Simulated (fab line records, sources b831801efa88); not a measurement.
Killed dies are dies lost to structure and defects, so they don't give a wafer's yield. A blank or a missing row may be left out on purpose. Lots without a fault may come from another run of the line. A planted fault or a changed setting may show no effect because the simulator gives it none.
Which tool did it? | flow gf180mcu | 6 lots, 18 wafers sampled, at 1 step of a route of 602

WHAT THE GAUGES READ, wafer by wafer
GF_V4_OVL_MEAS_15.
lot  | measured     | on         | V4_OVL (nm)
L747 | day 25 02:32 | overlay-01 | 3 -11 -1
L749 | day 25 23:54 | overlay-01 | 12 3 -2
L753 | day 26 22:03 | overlay-02 | 14 10 14
L761 | day 29 11:27 | overlay-01 | 3 8 -1
L765 | day 30 13:48 | overlay-01 | 4 -3 -4
L767 | day 31 00:49 | overlay-01 | -3 -9 1

WHICH TOOL RAN EACH LOT (tool, then ch and the chambers of the sampled wafers, then the start)
The record holds no process step before these readings.

THE ANSWER, worked out from the rows above alone
Rule: what is usual is taken from the lots themselves. Put in order of their means at a reading, lots are off if they are a third of the lots or fewer, leave a main group of 4 or more, and stand apart from it by a gap of 3 or more times the standard deviation of the main group's means; of several such gaps the widest counts. A main group whose means are all the same, to the digits that the tables above print for the reading, isn't used. A lot without any number at a reading at which 4 lots or more have one is off too. The other lots that the step has rows for count as sound.
No lot is off at any reading shown: from this, nothing can be told.

WHAT THE SIMULATOR HAD PUT IN
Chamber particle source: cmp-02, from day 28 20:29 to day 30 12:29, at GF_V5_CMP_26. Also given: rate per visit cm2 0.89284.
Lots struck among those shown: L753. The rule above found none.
